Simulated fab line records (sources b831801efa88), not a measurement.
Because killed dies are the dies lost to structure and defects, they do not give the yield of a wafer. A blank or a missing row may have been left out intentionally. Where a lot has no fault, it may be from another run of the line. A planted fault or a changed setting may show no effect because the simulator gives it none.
Matching of chambers :: flow gf180mcu :: GF_STI_CMP_25 on cmp-02 has 4 sister chambers
The step polishes, stops on Si3N4, t overpolish 33 s, target thk 524.6 nm. 14 wafers are shown with their chamber, then 7 later ones without.

WAFERS WITH THEIR CHAMBER
wafer: L402.2
chamber: 3
motor-current-A (A): 11.5
time-to-endpoint-s (s): 128
slurry-flow-ml-min: 150.4

wafer: L402.3
chamber: 1
motor-current-A (A): 12.2
time-to-endpoint-s (s): 118
slurry-flow-ml-min: 149.6

wafer: L402.6
chamber: 0
motor-current-A (A): 11.7
time-to-endpoint-s (s): 119
slurry-flow-ml-min: 149.4

wafer: L405.1
chamber: 0
motor-current-A (A): 11.3
time-to-endpoint-s (s): 125
slurry-flow-ml-min: 150.3

wafer: L405.3
chamber: 1
motor-current-A (A): 12.1
time-to-endpoint-s (s): 122
slurry-flow-ml-min: 150.4

wafer: L405.6
chamber: 1
motor-current-A (A): 12.4
time-to-endpoint-s (s): 128
slurry-flow-ml-min: 150.5

wafer: L407.1
chamber: 2
motor-current-A (A): 11.2
time-to-endpoint-s (s): 122
slurry-flow-ml-min: 150.6

wafer: L407.3
chamber: 0
motor-current-A (A): 11.3
time-to-endpoint-s (s): 127
slurry-flow-ml-min: 150.4

wafer: L407.5
chamber: 3
motor-current-A (A): 11.9
time-to-endpoint-s (s): 130
slurry-flow-ml-min: 149.3

wafer: L408.2
chamber: 0
motor-current-A (A): 11.4
time-to-endpoint-s (s): 122
slurry-flow-ml-min: 150.9

wafer: L408.4
chamber: 3
motor-current-A (A): 11.5
time-to-endpoint-s (s): 127
slurry-flow-ml-min: 149.6

wafer: L408.6
chamber: 3
motor-current-A (A): 11.9
time-to-endpoint-s (s): 129
slurry-flow-ml-min: 148.6

wafer: L409.1
chamber: 2
motor-current-A (A): 10.9
time-to-endpoint-s (s): 119
slurry-flow-ml-min: 151.3

wafer: L409.3
chamber: 0
motor-current-A (A): 11.6
time-to-endpoint-s (s): 127
slurry-flow-ml-min: 149.5

SIGNATURES (means of the wafers above)
reading: motor-current-A
chamber 0: 11.460
chamber 1: 12.233
chamber 2: 11.050
chamber 3: 11.700
scatter within a chamber: 0.196

reading: time-to-endpoint-s
chamber 0: 124.00
chamber 1: 122.67
chamber 2: 120.50
chamber 3: 128.50
scatter within a chamber: 3.29

reading: slurry-flow-ml-min
chamber 0: 150.100
chamber 1: 150.167
chamber 2: 150.950
chamber 3: 149.475
scatter within a chamber: 0.634
Rule: a wafer lies at a distance from a chamber equal to the root of the sum of squares, over the readings, of (its reading less the chamber's mean, divided by the reading's scatter). If the next closest chamber is less than 2 further off than the closest, the wafer can't be placed; otherwise it belongs to the closest. The scatter: the root of (the sum of the squares of (reading less its chamber's mean) over the shown wafers, divided by (wafers less chambers)).

WAFERS WITH NO CHAMBER GIVEN
wafer: L409.4
motor-current-A (A): 12.5
time-to-endpoint-s (s): 121
slurry-flow-ml-min: 150.0

wafer: L412.3
motor-current-A (A): 12.4
time-to-endpoint-s (s): 125
slurry-flow-ml-min: 149.9

wafer: L412.5
motor-current-A (A): 12.4
time-to-endpoint-s (s): 127
slurry-flow-ml-min: 149.8

wafer: L412.6
motor-current-A (A): 11.1
time-to-endpoint-s (s): 117
slurry-flow-ml-min: 149.5

wafer: L420.4
motor-current-A (A): 11.6
time-to-endpoint-s (s): 127
slurry-flow-ml-min: 149.7

wafer: L420.5
motor-current-A (A): 11.5
time-to-endpoint-s (s): 121
slurry-flow-ml-min: 150.0

wafer: L420.6
motor-current-A (A): 11.8
time-to-endpoint-s (s): 123
slurry-flow-ml-min: 149.8

EACH ONE'S CHAMBER
wafer: L409.4
from the rows above: 1
in truth: 1

wafer: L412.3
from the rows above: 1
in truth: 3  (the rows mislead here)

wafer: L412.5
from the rows above: can't be placed: 1 or 3
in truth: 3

wafer: L412.6
from the rows above: can't be placed: 2 or 0
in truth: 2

wafer: L420.4
from the rows above: can't be placed: 3 or 0
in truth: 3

wafer: L420.5
from the rows above: can't be placed: 0 or 3 or 2
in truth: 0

wafer: L420.6
from the rows above: can't be placed: 3 or 0 or 1
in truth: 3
Placed correctly: 1 of 7. From these rows, 5 cannot be placed; in 5 the true chamber is one of the candidates. Wrongly placed: 1.
